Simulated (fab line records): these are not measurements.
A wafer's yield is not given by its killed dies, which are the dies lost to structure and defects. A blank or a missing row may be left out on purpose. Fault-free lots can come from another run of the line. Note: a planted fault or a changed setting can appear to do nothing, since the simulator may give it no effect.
fab line records    flow sky130
[record] lots = 5  wafers = 15  lastDay = 50
route steps=708 shown VT_ADJUST_LVTN@111 VT_ADJUST_NCORE@119 VT_ADJUST_HVTR@131 VT_ADJUST_PCH@143 PAD_OPEN@708
lots that met no fault: taken from a fault-free run of the same line
startH: hours from the record's opening day to when the first of the lot's shown wafers began    waitH: hours since the lot's step before    " identical to the entry in the row above    L1.1+2: several wafers, shown together as one row    - value missing, or start not given    * or withheld: withheld    < > ~ a bound
route shown NAME@n: a module of which the file shows steps, and the number in the route of the first    usual: mean/standard deviation taken from wafers without a fault    same: alike in all rows    chamber/n: place in a boat    sites: the reading at each site    _std_site: standard deviation across them    _edge_site: the outer-site mean with the inner-site mean subtracted    radiusMm: for every site, how far away it sits from the centre of the wafer    mask NAME#n: copy n    behind: the tool/chamber that last shaped the wafer    hold: what put the lot on hold/how long, in hours/how the hold closed    device: the transistor (n, p or np) that didn't switch    end of line: tests run on the same wafers once the route is complete    a step given without rows: its recipe and nothing more    killed: count of dies lost to structure and defects at first sort (not the wafer's yield)    map: shows each die of a wafer: x if killed, . if not, _ if none is there
set.NAME: the setting that was run; set.NAME@STEP: the one run at that earlier step    model.NAME: the simulator's own value behind a step, which no gauge read
a table for each step, a row for each wafer; lots at some steps of the route
services: from which hour (startH, from the record's first day; less than 0 if before it) a tool's chamber was out of use, for how many hours, and why
[[steps]]
[step SKY_VT_ADJUST_LVTN_SOFTBAKE_14]
[recipe] tempC = 90  timeS = 60  resist = NOVOLAK
[step SKY_VT_ADJUST_LVTN_EXPOSE_15]
[recipe] maskId = HVN_STD_DERIVED  na = 0.6  sourceShape = conventional  sigmaOuter = 0.6  polarization = unpolarized  targetCdNm = 600  doseMj = 163
[step SKY_VT_ADJUST_LVTN_PEB_16]
[recipe] tempC = withheld  timeS = *  resist = NOVOLAK
[step SKY_VT_ADJUST_LVTN_DEVELOP_17]
[recipe] resist = NOVOLAK  developer = TMAH  developTimeS = 60  devTempC = 23
[step SKY_VT_ADJUST_LVTN_OVL_MEAS_18]
[usual] VT_ADJUST_LVTN_01_OVL = -0.9/1.9
lot.wafer  tool        chamber  startH  waitH  VT_ADJUST_LVTN_01_OVL[nm]
L229.4     overlay-02  -        182.36  0.1    0.4
L229.5     "           -        "       "      0.9
L229.6     "           -        "       "      1.2
L232.3     overlay-02  -        197.37  0.1    -1.9
L232.4     "           -        "       "      -1.8
L232.6     "           -        "       "      -1.5
L238.1     overlay-02  -        244.39  0.1    -1.1
L238.5     "           -        "       "      0.5
L238.6     "           -        "       "      -1.5
L243.1     overlay-01  -        274.02  0.1    3.7
L243.3     "           -        "       "      2.2
L243.5     "           -        "       "      0.5
L248.3     overlay-01  -        309.63  0.1    1.0
L248.5     "           -        "       "      -1.4
L248.6     "           -        "       "      1.4
[step SKY_VT_ADJUST_LVTN_IMPLANT_19]
[recipe] species = B  energyKev = 30  doseCm2 = 6.5e+11  tiltDeg = withheld
[step SKY_VT_ADJUST_LVTN_STRIP_20]
[recipe] chemistry = O2/N2  powerW = 1400  pressureMtorr = 1500  platenTempC = withheld  o2FlowSccm = 3000  n2FlowSccm = 300  overashFraction = 0.5
[usual] drypumpMotorCurrentA = 5.7/0.44  oesProductAu = 0.716/0.0047  stripTimeToEndpointS = 14.20/0.043
lot.wafer  tool            chamber  startH  waitH  drypumpMotorCurrentA  oesProductAu  rfHoursCounterH  stripTimeToEndpointS
L229.4     plasmaAsher-02  1        182.56  0.1    5.8                   0.718         -                14.29
L229.5     "               1        "       "      5.8                   0.709         -                14.23
L229.6     "               0        "       "      4.8                   0.720         -                14.28
L232.3     plasmaAsher-03  1        197.58  0.1    6.2                   0.712         -                14.26
L232.4     "               0        "       "      5.6                   0.717         -                14.26
L232.6     "               1        "       "      6.2                   0.721         -                14.25
L238.1     plasmaAsher-03  0        244.58  0.1    5.7                   0.714         59               14.21
L238.5     "               1        "       "      6.2                   0.712         -                14.21
L238.6     "               0        "       "      5.7                   0.712         -                14.15
L243.1     plasmaAsher-02  0        274.20  0.1    4.8                   0.716         14               14.19
L243.3     "               1        "       "      5.8                   0.717         -                14.18
L243.5     "               0        "       "      4.8                   0.721         -                14.21
L248.3     plasmaAsher-02  1        309.84  0.1    5.8                   0.721         -                14.20
L248.5     "               1        "       "      5.8                   0.719         -                14.23
L248.6     "               0        "       "      4.8                   0.721         -                14.14
[step SKY_VT_ADJUST_LVTN_TW_MEAS_21]
[usual] VT_ADJUST_LVTN_2_TW = 188.1/1.9
lot.wafer  tool          chamber  startH  waitH  VT_ADJUST_LVTN_2_TW
L229.4     filmMetro-03  -        182.66  0.1    186.9
L229.5     "             -        "       "      187.0
L229.6     "             -        "       "      187.5
L232.3     filmMetro-01  -        197.67  0.1    185.9
L232.4     "             -        "       "      185.8
L232.6     "             -        "       "      184.8
L238.1     filmMetro-03  -        244.68  0.1    189.0
L238.5     "             -        "       "      188.1
L238.6     "             -        "       "      188.4
L243.1     filmMetro-03  -        274.30  0.1    187.9
L243.3     "             -        "       "      188.5
L243.5     "             -        "       "      187.9
L248.3     filmMetro-01  -        309.92  0.1    185.9
L248.5     "             -        "       "      185.7
L248.6     "             -        "       "      185.7
[step SKY_VT_ADJUST_NCORE_DEHYDRATE_00]
[recipe] tempC = 200  timeS = 60
[step SKY_VT_ADJUST_NCORE_HMDS_01]
[recipe] primeTimeS = 60  primeTempC = 120
[step SKY_VT_ADJUST_NCORE_COAT_02]
[recipe] resist = NOVOLAK  spinRpm = 3000  resistThkNm = 1140
[step SKY_VT_ADJUST_NCORE_SOFTBAKE_03]
[recipe] tempC = 90  timeS = 60  resist = NOVOLAK
[step SKY_VT_ADJUST_NCORE_EXPOSE_04]
[recipe] maskId = LVTN_COMPLEMENT_THIN  na = 0.6  sourceShape = conventional  sigmaOuter = 0.6  polarization = unpolarized  targetCdNm = 380  doseMj = 139
[usual] reticleTempC = 23.00/0.099
lot.wafer  tool             chamber  startH  waitH  mask                    reticleTempC
L229.4     ilineStepper-01  0        194.05  -      LVTN_COMPLEMENT_THIN#0  23.06
L229.5     "                0        "       "      LVTN_COMPLEMENT_THIN#0  23.05
L229.6     "                0        "       "      LVTN_COMPLEMENT_THIN#0  22.95
L232.3     ilineStepper-02  0        207.78  -      HVTRM#0                 23.05
L232.4     "                0        "       "      HVTRM#0                 22.96
L232.6     "                0        "       "      HVTRM#0                 22.93
L238.1     ilineStepper-01  0        256.49  -      LVTN_COMPLEMENT_THIN#0  23.01
L238.5     "                0        "       "      LVTN_COMPLEMENT_THIN#0  22.86
L238.6     "                0        "       "      LVTN_COMPLEMENT_THIN#0  23.05
L243.1     ilineStepper-02  0        287.32  -      LVTN_COMPLEMENT_THIN#0  22.97
L243.3     "                0        "       "      LVTN_COMPLEMENT_THIN#0  22.98
L243.5     "                0        "       "      LVTN_COMPLEMENT_THIN#0  23.05
L248.3     ilineStepper-02  0        322.75  -      LVTN_COMPLEMENT_THIN#0  23.03
L248.5     "                0        "       "      LVTN_COMPLEMENT_THIN#0  23.20
L248.6     "                0        "       "      LVTN_COMPLEMENT_THIN#0  23.02
[step SKY_VT_ADJUST_NCORE_PEB_05]
[recipe] tempC = withheld  timeS = *  resist = NOVOLAK
[step SKY_VT_ADJUST_NCORE_DEVELOP_06]
[recipe] resist = NOVOLAK  developer = TMAH  developTimeS = 60  devTempC = 23
[step SKY_VT_ADJUST_NCORE_CD_MEAS_07]
[recipe] targetCdNm = 380
[usual] cdNm = 380.1/2.6
lot.wafer  tool      chamber  startH  waitH  cdNm
L229.4     cdSem-01  -        203.82  0.1    379.6
L229.5     "         -        "       "      377.6
L229.6     "         -        "       "      378.6
L232.3     cdSem-01  -        219.30  0.1    -
L232.4     "         -        "       "      -
L232.6     "         -        "       "      -
L238.1     cdSem-02  -        268.91  0.1    377.3
L238.5     "         -        "       "      377.2
L238.6     "         -        "       "      375.3
L243.1     cdSem-02  -        299.61  0.1    380.0
L243.3     "         -        "       "      379.1
L243.5     "         -        "       "      380.5
L248.3     cdSem-01  -        335.71  0.1    379.1
L248.5     "         -        "       "      381.1
L248.6     "         -        "       "      381.6
[step SKY_VT_ADJUST_NCORE_OVL_MEAS_08]
[usual] VT_ADJUST_NCORE_OVL = -1.1/1.6
lot.wafer  tool        chamber  startH  waitH  VT_ADJUST_NCORE_OVL[nm]
L229.4     overlay-02  -        203.90  0.1    -1.4
L229.5     "           -        "       "      -1.0
L229.6     "           -        "       "      -1.0
L232.3     overlay-02  -        219.39  0.1    -
L232.4     "           -        "       "      -
L232.6     "           -        "       "      -
L238.1     overlay-02  -        269.03  0.1    -1.2
L238.5     "           -        "       "      -1.5
L238.6     "           -        "       "      -1.4
L243.1     overlay-02  -        299.73  0.1    -0.6
L243.3     "           -        "       "      1.6
L243.5     "           -        "       "      -2.0
L248.3     overlay-01  -        335.80  0.1    -0.5
L248.5     "           -        "       "      0.4
L248.6     "           -        "       "      -1.2
[step SKY_VT_ADJUST_NCORE_IMPLANT_09]
[recipe] species = B  energyKev = 10  doseCm2 = 2.4e+12  tiltDeg = withheld
[step SKY_VT_ADJUST_NCORE_STRIP_10]
[recipe] chemistry = O2/N2  powerW = 1400  pressureMtorr = 1500  platenTempC = withheld  o2FlowSccm = 3000  n2FlowSccm = 300  overashFraction = 0.5
[usual] drypumpMotorCurrentA = 5.8/0.41  oesProductAu = 0.716/0.0048  stripTimeToEndpointS = 14.19/0.036
lot.wafer  tool            chamber  startH  waitH  drypumpMotorCurrentA  oesProductAu  rfHoursCounterH  stripTimeToEndpointS
L229.4     plasmaAsher-02  1        204.10  0.1    5.8                   0.706         -                14.15
L229.5     "               0        "       "      4.8                   0.718         -                14.13
L229.6     "               1        "       "      5.9                   0.710         -                14.19
L232.3     plasmaAsher-02  1        219.60  0.1    5.8                   0.714         -                14.18
L232.4     "               0        "       "      4.8                   0.717         -                14.21
L232.6     "               1        "       "      5.8                   0.717         -                14.24
L238.1     plasmaAsher-01  1        269.22  0.1    5.6                   0.713         46               14.23
L238.5     "               1        "       "      5.6                   0.711         -                14.21
L238.6     "               0        "       "      6.3                   0.710         -                14.20
L243.1     plasmaAsher-03  1        299.92  0.1    6.1                   0.719         64               14.18
L243.3     "               0        "       "      5.7                   0.712         -                14.18
L243.5     "               1        "       "      6.2                   0.728         -                14.18
L248.3     plasmaAsher-03  0        336.01  0.1    5.7                   0.713         -                14.22
L248.5     "               0        "       "      5.7                   0.714         -                14.16
L248.6     "               1        "       "      6.1                   0.714         -                14.19
[step SKY_VT_ADJUST_NCORE_TW_MEAS_11]
[usual] VT_ADJUST_NCORE_TW = 220.3/1.5
lot.wafer  tool          chamber  startH  waitH  VT_ADJUST_NCORE_TW
L229.4     filmMetro-03  -        204.20  0.1    220.1
L229.5     "             -        "       "      219.9
L229.6     "             -        "       "      218.9
L232.3     filmMetro-04  -        219.69  0.1    30.0
L232.4     "             -        "       "      29.9
L232.6     "             -        "       "      30.0
L238.1     filmMetro-04  -        269.32  0.1    219.5
L238.5     "             -        "       "      220.3
L238.6     "             -        "       "      220.5
L243.1     filmMetro-02  -        300.02  0.1    223.1
L243.3     "             -        "       "      224.5
L243.5     "             -        "       "      221.2
L248.3     filmMetro-02  -        336.09  0.1    221.7
L248.5     "             -        "       "      222.0
L248.6     "             -        "       "      220.9
[step SKY_VT_ADJUST_HVTR_DEHYDRATE_00]
[recipe] tempC = 200  timeS = 60
[step SKY_VT_ADJUST_HVTR_HMDS_01]
[recipe] primeTimeS = 60  primeTempC = 120
[step SKY_VT_ADJUST_HVTR_COAT_02]
[recipe] resist = NOVOLAK  spinRpm = 3000  resistThkNm = 1140
[step SKY_VT_ADJUST_HVTR_SOFTBAKE_03]
[recipe] tempC = 90  timeS = 60  resist = NOVOLAK
[step SKY_VT_ADJUST_HVTR_EXPOSE_04]
[recipe] maskId = HVTRM  targetCdNm = 380  na = 0.6  sourceShape = conventional  sigmaOuter = 0.6  doseMj = 150
[step SKY_VT_ADJUST_HVTR_PEB_05]
[recipe] tempC = withheld  timeS = *  resist = NOVOLAK
[step SKY_VT_ADJUST_HVTR_DEVELOP_06]
[recipe] developTimeS = 60  devTempC = 23
[step SKY_VT_ADJUST_HVTR_CD_MEAS_07]
[recipe] targetCdNm = 380
[usual] cdNm = 380.1/2.8
lot.wafer  tool      chamber  startH  waitH  cdNm
L229.4     cdSem-02  -        226.28  0.1    385.4
L229.5     "         -        "       "      384.8
L229.6     "         -        "       "      387.2
L232.3     cdSem-02  -        242.70  0.1    386.2
L232.4     "         -        "       "      383.1
L232.6     "         -        "       "      383.7
L238.1     cdSem-01  -        294.11  0.1    379.0
L238.5     "         -        "       "      380.0
L238.6     "         -        "       "      381.6
L243.1     cdSem-01  -        325.29  0.1    380.5
L243.3     "         -        "       "      378.7
L243.5     "         -        "       "      379.8
L248.3     cdSem-01  -        363.11  0.1    380.1
L248.5     "         -        "       "      380.0
L248.6     "         -        "       "      380.7
[step SKY_VT_ADJUST_HVTR_OVL_MEAS_08]
[usual] VT_ADJUST_HVTR_OVL = 0.4/1.2
lot.wafer  tool        chamber  startH  waitH  VT_ADJUST_HVTR_OVL[nm]
L229.4     overlay-02  -        226.36  0.1    -1.8
L229.5     "           -        "       "      -0.6
L229.6     "           -        "       "      -1.1
L232.3     overlay-01  -        242.79  0.1    0.9
L232.4     "           -        "       "      2.6
L232.6     "           -        "       "      0.8
L238.1     overlay-01  -        294.23  0.1    1.0
L238.5     "           -        "       "      0.4
L238.6     "           -        "       "      1.7
L243.1     overlay-02  -        325.41  0.1    -0.1
L243.3     "           -        "       "      1.2
L243.5     "           -        "       "      -0.5
L248.3     overlay-02  -        363.20  0.1    -0.3
L248.5     "           -        "       "      -0.6
L248.6     "           -        "       "      -0.4
[step SKY_VT_ADJUST_HVTR_IMPLANT_09]
[recipe] species = B  energyKev = 10  doseCm2 = 2.1e+12  tiltDeg = withheld
[step SKY_VT_ADJUST_HVTR_STRIP_10]
[recipe] chemistry = O2/N2  powerW = 1400  pressureMtorr = 1500  platenTempC = withheld  o2FlowSccm = 3000  n2FlowSccm = 300  overashFraction = 0.5
[usual] drypumpMotorCurrentA = 5.95/0.26  oesProductAu = 0.716/0.0046  stripTimeToEndpointS = 14.19/0.039
lot.wafer  tool            chamber  startH  waitH  drypumpMotorCurrentA  oesProductAu  rfHoursCounterH  stripTimeToEndpointS
L229.4     plasmaAsher-01  1        226.56  0.1    5.65                  0.720         -                14.24
L229.5     "               0        "       "      6.29                  0.711         -                14.25
L229.6     "               1        "       "      5.61                  0.715         -                14.25
L232.3     plasmaAsher-01  1        243.00  0.1    5.65                  0.716         -                14.21
L232.4     "               0        "       "      6.30                  0.714         -                14.22
L232.6     "               0        "       "      6.30                  0.710         -                14.24
L238.1     plasmaAsher-03  0        294.42  0.1    5.67                  0.719         64               14.24
L238.5     "               0        "       "      5.66                  0.708         -                14.23
L238.6     "               1        "       "      6.16                  0.720         -                14.22
L243.1     plasmaAsher-01  1        325.59  0.1    5.63                  0.720         52               14.18
L243.3     "               0        "       "      6.29                  0.725         -                14.21
L243.5     "               0        "       "      6.28                  0.720         -                14.19
L248.3     plasmaAsher-03  1        363.41  0.1    6.14                  0.714         -                14.14
L248.5     "               0        "       "      5.65                  0.716         -                14.22
L248.6     "               1        "       "      6.19                  0.719         -                14.16
[step SKY_VT_ADJUST_HVTR_TW_MEAS_11]
[usual] VT_ADJUST_HVTR_TW = 210.9/2.4
lot.wafer  tool          chamber  startH  waitH  VT_ADJUST_HVTR_TW
L229.4     filmMetro-01  -        226.66  0.1    209.6
L229.5     "             -        "       "      209.5
L229.6     "             -        "       "      209.6
L232.3     filmMetro-02  -        243.09  0.1    265.5
L232.4     "             -        "       "      266.4
L232.6     "             -        "       "      265.8
L238.1     filmMetro-04  -        294.52  0.1    212.7
L238.5     "             -        "       "      211.1
L238.6     "             -        "       "      211.3
L243.1     filmMetro-01  -        325.69  0.1    209.9
L243.3     "             -        "       "      209.3
L243.5     "             -        "       "      209.4
L248.3     filmMetro-02  -        363.49  0.1    212.9
L248.5     "             -        "       "      212.8
L248.6     "             -        "       "      213.0
[step SKY_VT_ADJUST_PCH_DEHYDRATE_00]
[recipe] tempC = 200  timeS = 60
[step SKY_PAD_OPEN_PROBE_99]
lot.wafer  tool       chamber  startH   waitH  model.etest.pfet_16v.rOnOhmUm  model.etest.nfet_16v.rOnOhmUm  model.etest.pfetG5v0d10v5.rOnOhmUm  model.etest.tipP.rsOhmSq  model.etest.pfet_01v8.rOnOhmUm  model.etest.resPwellUnderGate.rsOhmSq  model.etest.nfetG5v0d10v5.rOnOhmUm  model.etest.tip_p_5v.rsOhmSq
L229.4     prober-02  -        1103.06  0.2    1.543e+04                      1.427e+04                      4778                                6971                      2950                            2303                                   1919                                2876
L229.5     prober-02  -        1103.11  0.2    1.516e+04                      1.426e+04                      4790                                7035                      2942                            2280                                   1913                                2867
L229.6     prober-02  -        1103.16  0.2    1.537e+04                      1.438e+04                      4851                                6956                      2969                            2301                                   1953                                2884
L232.3     prober-02  -        1108.97  0.2    1.889e+04                      1.123e+04                      6161                                7756                      3628                            2624                                   1604                                3095
L232.4     prober-02  -        1109.02  0.2    1.845e+04                      1.117e+04                      6034                                7784                      3453                            2633                                   1614                                3065
L232.6     prober-02  -        1109.12  0.2    1.818e+04                      1.105e+04                      6058                                7808                      3412                            2644                                   1584                                3075
L238.1     prober-01  -        1146.94  0.1    1.55e+04                       1.403e+04                      4797                                6842                      3005                            2303                                   1924                                2864
L238.5     prober-01  -        1147.14  0.2    1.523e+04                      1.394e+04                      4768                                6806                      2974                            2306                                   1892                                2878
L238.6     prober-01  -        1147.19  0.2    1.53e+04                       1.399e+04                      4681                                6837                      2926                            2310                                   1883                                2889
L243.1     prober-02  -        1172.33  0.1    1.52e+04                       1.402e+04                      4818                                6949                      2918                            2305                                   1894                                2917
L243.3     prober-02  -        1172.43  0.2    1.535e+04                      1.405e+04                      4745                                6938                      2914                            2296                                   1886                                2912
L243.5     prober-02  -        1172.53  0.2    1.525e+04                      1.404e+04                      4793                                6914                      2929                            2293                                   1916                                2926
L248.3     prober-01  -        1194.28  0.2    1.526e+04                      1.418e+04                      4898                                6998                      3023                            2293                                   1912                                2924
L248.5     prober-01  -        1194.38  0.2    1.534e+04                      1.413e+04                      4779                                6948                      2932                            2296                                   1875                                2877
L248.6     prober-01  -        1194.43  0.2    1.521e+04                      1.41e+04                       4841                                6911                      2968                            2296                                   1907                                2896
// killed by level:class
L229.4 VIA3:geometricParticle:open=11 LI_CONTACT:geometricParticle:open=8 VIA1:geometricParticle:open=7 VIA2:geometricParticle:open=7 VIA2:geometricParticle:short=7 VIA3:geometricParticle:short=5 METAL3:geometricParticle:short=5 METAL2:geometricParticle:short=5
L229.5 CONTACT:geometricParticle:open=9 LOCAL_INTERCONNECT:geometricParticle:short=9 METAL1:geometricParticle:short=9 VIA3:geometricParticle:open=8 VIA1:geometricParticle:open=8 CONTACT:geometricParticle:short=7 FIELD_ISO:geometricParticle:short=5 LI_CONTACT:geometricParticle:open=5
L229.6 VIA2:geometricParticle:open=8 VIA1:geometricParticle:open=6 LI_CONTACT:geometricParticle:open=5 METAL1:geometricParticle:short=5 CONTACT:geometricParticle:open=4 VIA1:geometricParticle:short=4 METAL2:geometricParticle:short=3 METAL3:geometricParticle:short=3
L238.1 CONTACT:geometricParticle:open=10 METAL2:geometricParticle:short=8 VIA1:geometricParticle:open=6 FIELD_ISO:geometricParticle:short=5 METAL1:geometricParticle:short=5 LOCAL_INTERCONNECT:geometricParticle:short=5 VIA2:geometricParticle:open=5 METAL3:geometricParticle:short=4
L238.5 VIA1:geometricParticle:open=13 VIA2:geometricParticle:open=10 METAL3:geometricParticle:short=9 CONTACT:geometricParticle:open=9 LI_CONTACT:geometricParticle:open=6 FIELD_ISO:geometricParticle:open=5 LOCAL_INTERCONNECT:geometricParticle:short=5 METAL1:geometricParticle:short=4
L238.6 VIA1:geometricParticle:open=14 VIA2:geometricParticle:open=8 CONTACT:geometricParticle:open=7 FIELD_ISO:geometricParticle:short=5 CONTACT:geometricParticle:short=5 VIA2:geometricParticle:short=5 VIA3:geometricParticle:open=5 POLY_GATE:geometricParticle:open=4
L243.1 VIA1:geometricParticle:open=13 LI_CONTACT:geometricParticle:open=8 CONTACT:geometricParticle:open=8 METAL1:geometricParticle:short=8 VIA1:geometricParticle:short=7 VIA3:geometricParticle:open=7 CONTACT:geometricParticle:short=6 VIA2:geometricParticle:open=6
L243.3 VIA1:geometricParticle:open=13 FIELD_ISO:geometricParticle:open=11 CONTACT:geometricParticle:open=9 LI_CONTACT:geometricParticle:open=8 VIA3:geometricParticle:open=6 METAL2:geometricParticle:short=5 METAL2:geometricParticle:open=5 METAL1:geometricParticle:short=4
L243.5 VIA1:geometricParticle:open=9 FIELD_ISO:geometricParticle:short=8 METAL2:geometricParticle:short=6 LI_CONTACT:geometricParticle:open=6 LOCAL_INTERCONNECT:geometricParticle:short=6 CONTACT:geometricParticle:open=6 VIA2:geometricParticle:open=6 VIA3:geometricParticle:open=6
L248.3 CONTACT:geometricParticle:open=7 VIA1:geometricParticle:short=7 FIELD_ISO:geometricParticle:short=5 FIELD_ISO:geometricParticle:open=5 LI_CONTACT:geometricParticle:open=5 VIA1:geometricParticle:open=4 METAL2:geometricParticle:short=4 VIA2:geometricParticle:open=4
L248.5 VIA2:geometricParticle:open=10 LI_CONTACT:geometricParticle:open=9 VIA3:geometricParticle:open=7 VIA1:geometricParticle:open=6 FIELD_ISO:geometricParticle:open=5 POLY_GATE:geometricParticle:open=5 METAL4:geometricParticle:short=4 LOCAL_INTERCONNECT:geometricParticle:short=4
L248.6 VIA1:geometricParticle:open=11 FIELD_ISO:geometricParticle:open=7 LI_CONTACT:geometricParticle:open=6 CONTACT:geometricParticle:open=6 VIA1:geometricParticle:short=6 FIELD_ISO:geometricParticle:short=5 POLY_GATE:geometricParticle:open=5 CONTACT:geometricParticle:short=4
[[services]]
tool             chamber  startH  hours  kind
ilineStepper-02  -        159.10  4.2    repair
ilineStepper-02  -        169.29  1.7    pm
ilineStepper-02  0        205.26  -      calibration
ilineStepper-02  -        224.58  2.2    repair
ilineStepper-02  -        238.87  2.2    repair
plasmaAsher-02   -        282.42  6.6    repair
plasmaAsher-02   -        310.47  1.7    repair
plasmaAsher-02   -        324.24  2.8    pm
plasmaAsher-01   -        328.39  4.3    pm
plasmaAsher-02   -        332.69  6.3    repair
ilineStepper-01  0        356.88  -      calibration
ilineStepper-01  -        358.15  1.7    pm
[[key]]
[firstSign] step = SKY_VT_ADJUST_NCORE_EXPOSE_04  reading = mask  direction = changed
[effect] step = SKY_VT_ADJUST_NCORE_CD_MEAS_07  reading = cdNm  direction = missing
[effect] step = SKY_VT_ADJUST_NCORE_OVL_MEAS_08  reading = VT_ADJUST_NCORE_OVL  direction = missing
[effect] step = SKY_VT_ADJUST_NCORE_TW_MEAS_11  reading = VT_ADJUST_NCORE_TW  direction = down  sigmas = 99+  usual = 220.3  struck = 30.0
[effect] step = SKY_VT_ADJUST_HVTR_TW_MEAS_11  reading = VT_ADJUST_HVTR_TW  direction = up  sigmas = 23  usual = 210.9  struck = 265.9
[modelEffect] step = SKY_PAD_OPEN_PROBE_99  value = etest.pfet_16v.rOnOhmUm  without = 1.531e+04  struck = 1.851e+04
metAt SKY_VT_ADJUST_NCORE_EXPOSE_04
struckWafers L232.3,L232.4,L232.6
sortLeftOut L232.3,L232.4,L232.6
testerLeftOut L232
[fault] kind = wrongMask  tool = any  chamber = -  onsetH = 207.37  steps = SKY_VT_ADJUST_NCORE_EXPOSE_04  auxCopy = HVTRM#0  scope = struckLotsOnly
// testerLeftOut: of these lots the tester's yield and bins aren't shown, on N5 and GAA mostly nor the transistor test; their killed dies are dies lost to structure and defects alone, not to doping, threshold or leakage, so they don't give the yield
// sortLeftOut: the simulated sort isn't trusted on such a fault, so these wafers' sort isn't shown, and their yield isn't known
